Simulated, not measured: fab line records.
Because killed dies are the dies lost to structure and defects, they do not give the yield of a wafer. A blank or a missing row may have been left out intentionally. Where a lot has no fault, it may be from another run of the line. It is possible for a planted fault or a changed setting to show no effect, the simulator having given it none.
Which tool was responsible? | flow sky130 | 39 wafers from 13 lots sampled at 3 of the route's 708 steps

== WHAT THE GAUGES SHOWED, per wafer ==
SKY_METAL2_RS_MEAS_05: the measuring method here is four-point-probe. Usual: METAL2_ALCU_RS gives 0.1266 ohm/sq (standard deviation 0.0014).
lot  | measured     | on            | METAL2_ALCU_RS (ohm/sq) | flag
L411 | day 34 00:59 | film-metro-02 | 0.1272 0.1261 0.1253    |
L416 | day 36 00:43 | film-metro-02 | 0.1284 0.1268 0.1267    |
L418 | day 36 07:04 | film-metro-04 | 0.1266 0.1276 0.1271    |
L417 | day 36 08:23 | film-metro-04 | 0.1290 0.1283 0.1289    |
L419 | day 36 20:52 | film-metro-02 | 0.1268 0.1283 0.1261    |
L422 | day 38 21:22 | film-metro-03 | 0.1257 0.1260 0.1263    |
L423 | day 38 21:45 | film-metro-04 | 0.1319 0.1305 0.1313    | OFF
L426 | day 39 08:13 | film-metro-02 | 0.1305 0.1309 0.1312    | OFF
L428 | day 39 09:11 | film-metro-03 | 0.1277 0.1254 0.1254    |
L430 | day 40 00:17 | film-metro-04 | 0.1268 0.1265 0.1266    |
L432 | day 40 12:22 | film-metro-03 | 0.1267 0.1249 0.1255    |
L431 | day 40 14:28 | film-metro-03 | 0.1275 0.1258 0.1265    |
L433 | day 40 23:43 | film-metro-04 | 0.1297 0.1273 0.1298    |

SKY_METAL2_THK_MEAS_06: measures by xrf. Usual: METAL2_ALCU_THK gives 252.1 nm (standard deviation 2.7).
lot  | measured     | on            | METAL2_ALCU_THK (nm) | flag
L411 | day 34 01:05 | film-metro-02 | 247.1 251.9 253.2    |
L416 | day 36 00:49 | film-metro-02 | 247.0 251.2 248.6    |
L418 | day 36 07:10 | film-metro-04 | 253.9 251.7 252.2    |
L417 | day 36 08:30 | film-metro-04 | 247.4 249.4 248.2    |
L419 | day 36 20:58 | film-metro-02 | 250.4 246.3 253.2    |
L422 | day 38 21:28 | film-metro-03 | 253.4 254.0 253.7    |
L423 | day 38 21:52 | film-metro-04 | 242.6 245.9 245.5    |
L426 | day 39 08:20 | film-metro-02 | 245.4 243.3 241.2    | OFF
L428 | day 39 09:17 | film-metro-03 | 250.3 254.8 255.4    |
L430 | day 40 00:25 | film-metro-04 | 253.1 253.8 252.7    |
L432 | day 40 12:29 | film-metro-03 | 251.2 254.1 255.1    |
L431 | day 40 14:35 | film-metro-03 | 249.4 251.5 251.0    |
L433 | day 40 23:49 | film-metro-04 | 248.3 253.3 247.6    |

== TOOL THAT RAN EACH LOT (tool first, then ch and the chambers of the sampled wafers, then the start) ==
lot  | SKY_METAL2_SPUTTER_02
L411 | pvd-sputter-04, day 34 00:51
L416 | pvd-sputter-04, day 36 00:36
L418 | pvd-sputter-03, day 36 06:56
L417 | pvd-sputter-01, day 36 08:17
L419 | pvd-sputter-04, day 36 20:43
L422 | pvd-sputter-03, day 38 21:14
L423 | pvd-sputter-04, day 38 21:40
L426 | pvd-sputter-04, day 39 08:07
L428 | pvd-sputter-03, day 39 09:04
L430 | pvd-sputter-03, day 40 00:12
L432 | pvd-sputter-03, day 40 12:16
L431 | pvd-sputter-01, day 40 14:22
L433 | pvd-sputter-01, day 40 23:36
- SKY_METAL2_SPUTTER_02: material AlCu, target thk 250 nm, time 13.3 s.

== AS READ BY THE TOOLS THEMSELVES (means over the sampled wafers that have a number; for cases with no such wafer, the mark the record gives instead) ==
SKY_METAL2_SPUTTER_02. Usual: throttle-valve-pct at 29.9 %, with a standard deviation of 1.4.
lot  | tool           | throttle-valve-pct (%) | flag
L411 | pvd-sputter-04 | 30.5                   |
L416 | pvd-sputter-04 | 30.1                   |
L418 | pvd-sputter-03 | 29.4                   |
L417 | pvd-sputter-01 | 30.1                   |
L419 | pvd-sputter-04 | 29.9                   |
L422 | pvd-sputter-03 | 28.7                   |
L423 | pvd-sputter-04 | 30.5                   |
L426 | pvd-sputter-04 | 30.9                   |
L428 | pvd-sputter-03 | 30.3                   |
L430 | pvd-sputter-03 | 29.4                   |
L432 | pvd-sputter-03 | 29.3                   |
L431 | pvd-sputter-01 | 29.7                   |
L433 | pvd-sputter-01 | 29.3                   |

== THE ANSWER, worked out from the rows above alone ==
Rule: a lot counts as off when the mean over its wafers that have a number is more than 3 standard deviations away from the usual mean. A lot without any number at a reading at which 4 lots or more have one is off too. Where the step has rows for the other lots, those lots are counted as sound. The gauges are gone through in route order, then the tools' own readings, and for those a lot's mean is taken as printed above. At the first step where some lot is off, the reading lying furthest off is the one used; lots without a number count as furthest.
Off: L423, L426, seen at SKY_METAL2_RS_MEAS_05 (METAL2_ALCU_RS).
A tool fits if, at a process step before that reading, it ran every lot that is off, and no sound lot after the first of them. Gauges at SKY_METAL2_RS_MEAS_05: tried the same way as those tools. One candidate fits, namely pvd-sputter-04 at SKY_METAL2_SPUTTER_02. Its last sound lot is L419 (day 36 20:43), its first lot that is off L423 (day 38 21:40): a fault that began between those two fits.

== WHAT HAD BEEN PUT IN BY THE SIMULATOR ==
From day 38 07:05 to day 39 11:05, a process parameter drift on pvd-sputter-04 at SKY_METAL2_SPUTTER_02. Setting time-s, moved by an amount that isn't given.
Shown lots that were struck: L423, L426. The rule above reached the same finding.
